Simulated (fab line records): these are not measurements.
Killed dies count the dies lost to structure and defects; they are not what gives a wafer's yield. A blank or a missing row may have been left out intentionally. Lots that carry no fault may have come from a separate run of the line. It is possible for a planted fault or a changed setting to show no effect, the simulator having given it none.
Which tool did it? / flow gf180mcu / Sampling: 14 lots, 42 wafers, 3 of 602 route steps

WHAT THE GAUGES SHOWED, per wafer
GF_POLY_GATE_THK_MEAS_01. Usual: POLY_GATE_CVD_00_THK gives 200.3 nm (standard deviation 1.9).
lot=L167; measured=day 8 12:40; on=film metro-01; POLY_GATE_CVD_00_THK (nm)=203.3 201.4 202.6; flag=
lot=L168; measured=day 8 22:02; on=film metro-04; POLY_GATE_CVD_00_THK (nm)=201.5 203.1 202.4; flag=
lot=L169; measured=day 8 23:26; on=film metro-02; POLY_GATE_CVD_00_THK (nm)=200.7 202.1 201.2; flag=
lot=L170; measured=day 9 04:52; on=film metro-04; POLY_GATE_CVD_00_THK (nm)=200.3 199.6 199.5; flag=
lot=L171; measured=day 9 12:47; on=film metro-01; POLY_GATE_CVD_00_THK (nm)=203.9 203.4 202.2; flag=
lot=L172; measured=day 9 16:16; on=film metro-02; POLY_GATE_CVD_00_THK (nm)=216.8 216.8 217.1; flag=OFF
lot=L174; measured=day 10 04:23; on=film metro-04; POLY_GATE_CVD_00_THK (nm)=217.0 216.6 216.4; flag=OFF
lot=L182; measured=day 12 16:29; on=film metro-01; POLY_GATE_CVD_00_THK (nm)=196.9 197.6 196.4; flag=
lot=L183; measured=day 13 03:37; on=film metro-04; POLY_GATE_CVD_00_THK (nm)=201.2 200.4 200.2; flag=
lot=L185; measured=day 13 14:39; on=film metro-01; POLY_GATE_CVD_00_THK (nm)=199.2 198.2 200.0; flag=
lot=L187; measured=day 14 11:01; on=film metro-01; POLY_GATE_CVD_00_THK (nm)=200.0 200.9 200.6; flag=
lot=L188; measured=day 15 05:13; on=film metro-04; POLY_GATE_CVD_00_THK (nm)=200.0 198.2 199.5; flag=
lot=L189; measured=day 15 08:44; on=film metro-02; POLY_GATE_CVD_00_THK (nm)=197.1 195.0 195.5; flag=
lot=L190; measured=day 15 18:10; on=film metro-04; POLY_GATE_CVD_00_THK (nm)=199.9 199.2 200.0; flag=

GF_V1_BOW_MEAS_05. Usual: V1_BOW gives 83 um (standard deviation 7.1).
lot=L167; measured=day 17 02:59; on=film metro-03; V1_BOW (um)=94 72 76; flag=
lot=L168; measured=day 17 14:01; on=film metro-01; V1_BOW (um)=81 72 84; flag=
lot=L169; measured=day 17 18:58; on=film metro-01; V1_BOW (um)=85 87 81; flag=
lot=L170; measured=day 18 05:23; on=film metro-03; V1_BOW (um)=90 82 85; flag=
lot=L171; measured=day 18 11:56; on=film metro-01; V1_BOW (um)=82 87 82; flag=
lot=L172; measured=day 18 15:37; on=film metro-03; V1_BOW (um)=84 81 85; flag=
lot=L174; measured=day 19 12:19; on=film metro-01; V1_BOW (um)=84 85 83; flag=
lot=L182; measured=day 22 13:11; on=film metro-01; V1_BOW (um)=74 85 91; flag=
lot=L183; measured=day 23 02:32; on=film metro-02; V1_BOW (um)=80 78 91; flag=
lot=L185; measured=day 23 13:42; on=film metro-02; V1_BOW (um)=83 94 86; flag=
lot=L187; measured=day 24 10:17; on=film metro-02; V1_BOW (um)=86 76 85; flag=
lot=L188; measured=day 25 07:06; on=film metro-02; V1_BOW (um)=78 80 66; flag=
lot=L189; measured=day 25 08:52; on=film metro-02; V1_BOW (um)=93 88 88; flag=
lot=L190; measured=day 25 21:51; on=film metro-03; V1_BOW (um)=79 77 68; flag=

WHAT TOOL EACH LOT RAN ON (gives the tool, then ch and the chambers of the sampled wafers, and finally the start)
lot=L167; GF_POLY_GATE_CVD_00=lpcvd-02 ch 0, day 8 11:20
lot=L168; GF_POLY_GATE_CVD_00=lpcvd-01 ch 1, day 8 20:41
lot=L169; GF_POLY_GATE_CVD_00=lpcvd-01 ch 0, day 8 22:05
lot=L170; GF_POLY_GATE_CVD_00=lpcvd-01 ch 0, day 9 03:31
lot=L171; GF_POLY_GATE_CVD_00=lpcvd-01 ch 0, day 9 11:26
lot=L172; GF_POLY_GATE_CVD_00=lpcvd-01 ch 1, day 9 14:56
lot=L174; GF_POLY_GATE_CVD_00=lpcvd-01 ch 0, day 10 03:04
lot=L182; GF_POLY_GATE_CVD_00=lpcvd-01 ch 1, day 12 14:28
lot=L183; GF_POLY_GATE_CVD_00=lpcvd-01 ch 1, day 13 02:17
lot=L185; GF_POLY_GATE_CVD_00=lpcvd-01 ch 0, day 13 13:19
lot=L187; GF_POLY_GATE_CVD_00=lpcvd-02 ch 0, day 14 09:40
lot=L188; GF_POLY_GATE_CVD_00=lpcvd-01 ch 0, day 15 03:52
lot=L189; GF_POLY_GATE_CVD_00=lpcvd-01 ch 0, day 15 07:24
lot=L190; GF_POLY_GATE_CVD_00=lpcvd-02 ch 0, day 15 16:49
- GF_POLY_GATE_CVD_00: deposits poly-Si, target thk 200 nm, time 1200 s.

AS READ BY THE TOOLS THEMSELVES (means over the sampled wafers that have a number; for cases with no such wafer, the mark the record gives instead)
GF_POLY_GATE_CVD_00. Usual: 619.3 C for spike tc upper C, sd 1.5.
lot=L167; tool=lpcvd-02; spike tc upper C (C)=618.6; flag=
lot=L168; tool=lpcvd-01; spike tc upper C (C)=620.6; flag=
lot=L169; tool=lpcvd-01; spike tc upper C (C)=618.2; flag=
lot=L170; tool=lpcvd-01; spike tc upper C (C)=619.6; flag=
lot=L171; tool=lpcvd-01; spike tc upper C (C)=619.8; flag=
lot=L172; tool=lpcvd-01; spike tc upper C (C)=620.4; flag=
lot=L174; tool=lpcvd-01; spike tc upper C (C)=620.1; flag=
lot=L182; tool=lpcvd-01; spike tc upper C (C)=620.1; flag=
lot=L183; tool=lpcvd-01; spike tc upper C (C)=620.8; flag=
lot=L185; tool=lpcvd-01; spike tc upper C (C)=619.2; flag=
lot=L187; tool=lpcvd-02; spike tc upper C (C)=617.6; flag=
lot=L188; tool=lpcvd-01; spike tc upper C (C)=619.1; flag=
lot=L189; tool=lpcvd-01; spike tc upper C (C)=620.0; flag=
lot=L190; tool=lpcvd-02; spike tc upper C (C)=618.0; flag=

THE ANSWER, worked out from the rows above alone
Rule: lot off if the mean of its wafers having a number is beyond 3 standard deviations from the usual mean. Also off: a lot with no number at a reading for which 4 or more lots have one. The other lots that the step has rows for count as sound. First the gauges in route order, then the tools' own readings, where a lot's mean is used as printed above. The first step at which some lot is off is used, and at that step the reading that is off furthest; a lot without a number counts as furthest.
Off: L172, L174, at GF_POLY_GATE_THK_MEAS_01 (POLY_GATE_CVD_00_THK).
If a tool, at a process step before that reading, ran all the lots that are off and no sound lot after the first of them, it fits. The gauges at GF_POLY_GATE_THK_MEAS_01 are tried like those tools. Not one of the candidates tried fits.

WHAT WAS PUT IN BY THE SIMULATOR
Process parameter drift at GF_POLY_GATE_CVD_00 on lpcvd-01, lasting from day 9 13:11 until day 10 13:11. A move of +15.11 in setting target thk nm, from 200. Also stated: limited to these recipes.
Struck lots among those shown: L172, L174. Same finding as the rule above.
